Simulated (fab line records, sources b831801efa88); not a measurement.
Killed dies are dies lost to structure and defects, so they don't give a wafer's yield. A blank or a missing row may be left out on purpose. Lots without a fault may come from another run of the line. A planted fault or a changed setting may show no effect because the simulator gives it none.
Which tool did it? | flow sky130 | 13 lots, 39 wafers sampled, at 5 steps of a route of 708

WHAT THE GAUGES READ, wafer by wafer
SKY_POLY_CUT_OVL_MEAS_09. Usual: POLY_CUT_OVL -3 nm, standard deviation 6.2.
lot  | measured     | on         | POLY_CUT_OVL (nm) | flag
L231 | day 25 03:54 | overlay-01 | -13 -3 -4         |
L234 | day 26 02:41 | overlay-02 | 0 3 -2            |
L236 | day 26 15:33 | overlay-02 | -8 -4 -4          |
L235 | day 26 17:30 | overlay-02 | 0 6 3             |
L238 | day 27 09:40 | overlay-02 | 11 7 15           |
L243 | day 28 21:30 | overlay-02 | -6 0 0            |
L242 | day 28 22:35 | overlay-02 | -7 1 -14          |
L240 | day 29 00:44 | overlay-02 | 6 4 7             |
L241 | day 29 02:12 | overlay-02 | 8 0 2             |
L244 | day 29 17:08 | overlay-02 | 2 -3 -6           |
L247 | day 30 14:45 | overlay-02 | 9 -8 1            |
L249 | day 30 21:50 | overlay-01 | -15 -8 -4         |
L252 | day 31 23:26 | overlay-01 | 1 -3 -13          |

SKY_SD_N_RS_MEAS_16: measures by four-point-probe. Usual: SD_N_RS 68.55 ohm/sq, standard deviation 0.11.
lot  | measured     | on            | SD_N_RS (ohm/sq)  | flag
L231 | day 28 19:10 | film_metro-04 | 68.55 68.74 68.65 |
L234 | day 29 17:10 | film_metro-04 | 68.57 68.55 68.47 |
L236 | day 30 05:48 | film_metro-03 | 68.56 68.51 68.74 |
L235 | day 30 06:37 | film_metro-03 | 68.69 68.69 68.73 |
L238 | day 30 20:43 | film_metro-02 | 68.63 68.66 68.41 |
L243 | day 32 08:20 | film_metro-03 | 68.44 68.46 68.24 |
L242 | day 32 10:27 | film_metro-03 | 68.43 68.60 68.46 |
L240 | day 32 12:31 | film_metro-03 | 68.57 68.55 68.41 |
L241 | day 32 13:58 | film_metro-02 | 68.68 68.67 68.71 |
L244 | day 33 03:44 | film_metro-02 | 65.80 65.84 65.97 | OFF
L247 | day 34 00:02 | film_metro-02 | 68.59 68.47 68.59 |
L249 | day 34 07:35 | film_metro-03 | 65.86 65.99 65.75 | OFF
L252 | day 35 07:40 | film_metro-03 | 68.56 68.65 68.58 |

SKY_LI_CONTACT_THK_MEAS_01. Usual: LI_CONTACT_HDPCVD_THK 932 nm, standard deviation 9.3.
lot  | measured     | on            | LI_CONTACT_HDPCVD_THK (nm) | flag
L231 | day 28 19:38 | film_metro-02 | 940 931 940                |
L234 | day 29 17:38 | film_metro-03 | 945 936 939                |
L236 | day 30 06:17 | film_metro-04 | 915 933 917                |
L235 | day 30 07:06 | film_metro-03 | 938 945 935                |
L238 | day 30 21:11 | film_metro-03 | 940 950 930                |
L243 | day 32 08:52 | film_metro-02 | 920 925 926                |
L242 | day 32 10:56 | film_metro-03 | 916 916 934                |
L240 | day 32 12:59 | film_metro-04 | 935 922 928                |
L241 | day 32 14:28 | film_metro-04 | 934 926 932                |
L244 | day 33 04:49 | film_metro-03 | 933 915 932                |
L247 | day 34 00:31 | film_metro-03 | 929 924 918                |
L249 | day 34 08:18 | film_metro-04 | 948 946 951                |
L252 | day 35 08:08 | film_metro-02 | 930 934 937                |

WHICH TOOL RAN EACH LOT (tool, then ch and the chambers of the sampled wafers, then the start)
lot  | SKY_SD_N_IMPLANT_10             | SKY_SD_N_STRIP_11
L231 | implanter-03 ch 0, day 28 18:38 | plasma_asher-01 ch 0,1, day 28 18:47
L234 | implanter-02 ch 0, day 29 16:34 | plasma_asher-04 ch 0,1, day 29 16:43
L236 | implanter-02 ch 0, day 30 05:16 | plasma_asher-01 ch 0, day 30 05:25
L235 | implanter-02 ch 0, day 30 06:02 | plasma_asher-01 ch 0,1, day 30 06:11
L238 | implanter-04 ch 0, day 30 20:12 | plasma_asher-01 ch 0,1, day 30 20:20
L243 | implanter-02 ch 0, day 32 07:49 | plasma_asher-01 ch 0, day 32 07:56
L242 | implanter-03 ch 0, day 32 09:55 | plasma_asher-02 ch 0,1, day 32 10:04
L240 | implanter-04 ch 0, day 32 11:59 | plasma_asher-01 ch 0,1, day 32 12:08
L241 | implanter-02 ch 0, day 32 13:26 | plasma_asher-02 ch 0,1, day 32 13:33
L244 | implanter-04 ch 0, day 33 02:52 | plasma_asher-02 ch 0,1, day 33 03:20
L247 | implanter-04 ch 0, day 33 23:27 | plasma_asher-01 ch 0,1, day 33 23:36
L249 | implanter-03 ch 0, day 34 06:44 | plasma_asher-04 ch 0,1, day 34 07:12
L252 | implanter-02 ch 0, day 35 07:08 | plasma_asher-04 ch 0,1, day 35 07:16
- SKY_SD_N_IMPLANT_10
- SKY_SD_N_STRIP_11: strips in O2/N2.

WHAT THE TOOLS THEMSELVES READ (means of the sampled wafers that have a number; where no wafer has one, the mark that the record gives instead)
SKY_SD_N_STRIP_11. Usual: drypump_motor_current_A 5.17 A, standard deviation 0.23; oes_product_au 0.527 a.u., standard deviation 0.0046; strip_time_to_endpoint_s 22.53 s, standard deviation 0.033.
lot  | tool            | drypump_motor_current_A (A) | oes_product_au (a.u.) | strip_time_to_endpoint_s (s) | flag
L231 | plasma_asher-01 | 5.06                        | 0.524                 | 22.52                        |
L234 | plasma_asher-04 | 5.29                        | 0.527                 | 22.56                        |
L236 | plasma_asher-01 | 5.06                        | 0.527                 | 22.49                        |
L235 | plasma_asher-01 | 5.04                        | 0.526                 | 22.50                        |
L238 | plasma_asher-01 | 5.05                        | 0.526                 | 22.55                        |
L243 | plasma_asher-01 | 5.07                        | 0.527                 | 22.54                        |
L242 | plasma_asher-02 | 5.43                        | 0.527                 | 22.52                        |
L240 | plasma_asher-01 | 5.06                        | 0.526                 | 22.53                        |
L241 | plasma_asher-02 | 5.45                        | 0.528                 | 22.52                        |
L244 | plasma_asher-02 | 5.44                        | 0.529                 | 22.56                        |
L247 | plasma_asher-01 | 5.05                        | 0.532                 | 22.56                        |
L249 | plasma_asher-04 | 5.28                        | 0.524                 | 22.56                        |
L252 | plasma_asher-04 | 5.29                        | 0.526                 | 22.53                        |

THE ANSWER, worked out from the rows above alone
Rule: a lot is off if the mean of its wafers that have a number lies more than 3 standard deviations from the usual mean. A lot without any number at a reading at which 4 lots or more have one is off too. The other lots that the step has rows for count as sound. The gauges are gone through in route order, then the tools' own readings, and for those a lot's mean is taken as printed above. The first step at which some lot is off is used, and at that step the reading that is off furthest; a lot without a number counts as furthest.
Off: L244, L249, at SKY_SD_N_RS_MEAS_16 (SD_N_RS).
A tool fits if, at a process step before that reading, it ran every lot that is off, and no sound lot after the first of them. The gauges at SKY_SD_N_RS_MEAS_16 are tried like those tools. None of those tried fits.

WHAT THE SIMULATOR HAD PUT IN
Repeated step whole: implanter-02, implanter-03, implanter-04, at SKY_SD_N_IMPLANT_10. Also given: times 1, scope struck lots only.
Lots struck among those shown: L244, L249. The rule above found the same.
